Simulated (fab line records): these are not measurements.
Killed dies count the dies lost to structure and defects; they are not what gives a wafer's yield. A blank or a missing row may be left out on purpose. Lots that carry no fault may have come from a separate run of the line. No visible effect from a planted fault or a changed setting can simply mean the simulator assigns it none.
A struck lot beside a sound one || flow sky130 || 21 steps out of a route of 708
Sound: these wafers, L562.1, L562.3, L562.4. Struck: wafers L557.2, L557.3, L557.5. The cause is given at the end.
Order at every step that has rows: each side's tool, ch and its chambers, its first start. Under that, the readings that differ: sound wafers || struck wafers || difference of the means || sigmas: that difference in standard deviations of wafers without a fault.
alike: readings with means less than 2 such deviations apart, plus words and numbers identical on both sides. not compared: withheld readings, readings lacking a value on some wafer, bounds such as >300 that could conceal the same value, and numbers that have no deviation in the record and whose values overlap.
A row with sigmas, a row that says differs or no value, or rows on one side alone: a step with any of these is where the two part. Numbers that have no deviation but don't overlap get no sigmas and don't part them. Lack of a reading on every wafer of one side parts them only where that side has two or more wafers.

SKY_POLY_GATE_CD_MEAS_22:
  struck on cd_sem-01, day 20 14:01; sound on cd_sem-02, day 22 14:20
  alike: cd_nm
then, 7 steps without rows for these wafers: SKY_LDD_N_DEHYDRATE_00 (time 60 s); SKY_LDD_N_HMDS_01 (prime time 60 s); SKY_LDD_N_COAT_02 (resist thk 300 nm); SKY_LDD_N_SOFTBAKE_03 (time 60 s); SKY_LDD_N_EXPOSE_04 (exposes mask NTM, target cd 840 nm); SKY_LDD_N_PEB_05; SKY_LDD_N_DEVELOP_06 (develop time 60 s).
SKY_LDD_N_OVL_MEAS_07:
  struck on overlay-02, day 21 20:32; sound on overlay-02, day 23 20:31
  alike: LDD_N_OVL
then, 3 steps without rows for these wafers: SKY_LDD_N_IMPLANT_08; SKY_LDD_N_IMPLANT_09; SKY_LDD_N_IMPLANT_10.
SKY_LDD_N_IMPLANT_11:
  sound on implanter-03 ch 0, day 23 21:00; struck on implanter-02 ch 0, day 21 21:22
  alike: rotation_deg
then, 4 steps without rows for these wafers: SKY_LDD_N_IMPLANT_12; SKY_LDD_N_IMPLANT_13; SKY_LDD_N_IMPLANT_14; SKY_LDD_N_IMPLANT_15.
SKY_LDD_N_STRIP_16: strips in O2/N2.
  sound on plasma_asher-04 ch 0,1, day 23 21:45; struck on plasma_asher-03 ch 0,1, day 21 22:39
{"reading": "strip_time_to_endpoint_s (s)", "sound": "4.324 4.344 4.338", "struck": "4.504 4.497 4.521", "difference": "+0.172", "sigmas": "+10"}
  alike: chamber_pressure_mTorr, drypump_motor_current_A, o2_flow_sccm, oes_product_au
  not compared: rf_hours_counter_h
SKY_LDD_N_TW_MEAS_17:
  struck on film_metro-04, day 21 22:46; sound on film_metro-01, day 23 21:51
{"reading": "LDD_N_TW", "sound": "2569 2574 2567", "struck": "2692 2702 2716", "difference": "+133", "sigmas": "+5"}
then, 1 step without rows for these wafers: SKY_LDD_P_DEHYDRATE_00 (time 60 s).
-- record jumps: 27 days separate the struck wafers' starts on either side; left off in module LDD_P, taken up again in module PAD_OPEN, whose first shown step is the route's number 708 --
SKY_PAD_OPEN_PROBE_99:
  struck on prober-02, day 48 16:33; sound on prober-01, day 49 23:13
{"reading": "model.etest.tip_n.rs_ohm_sq", "sound": "440 443.4 441.3", "struck": "384.5 383.2 384.8", "difference": -57.4, "sigmas": ""}
{"reading": "model.etest.nfet_01v8_lvt.vt_sat_v (V)", "sound": "0.5462 0.544 0.5379", "struck": "0.5321 0.5316 0.5315", "difference": -0.0110, "sigmas": ""}
{"reading": "model.etest.nfet_01v8_turned.vt_sat_v (V)", "sound": "0.6612 0.6587 0.6555", "struck": "0.6418 0.6399 0.644", "difference": -0.0166, "sigmas": ""}
{"reading": "model.etest.nfet_01v8.vt_sat_v (V)", "sound": "0.6595 0.6549 0.6529", "struck": "0.645 0.6402 0.6439", "difference": -0.013, "sigmas": ""}
  alike: killed_at_M0_to_M3, killed_at_M4_up, killed_at_contacts, killed_at_front_end, killed_at_other, killed_dies, killed_open, killed_short

== WHERE THEY PART ==
At SKY_LDD_N_STRIP_16 first; at SKY_LDD_N_TW_MEAS_17 last (within this record only). Later steps at which nothing parts them and some readings are alike: SKY_PAD_OPEN_PROBE_99.

WHY: the cause the simulator had injected
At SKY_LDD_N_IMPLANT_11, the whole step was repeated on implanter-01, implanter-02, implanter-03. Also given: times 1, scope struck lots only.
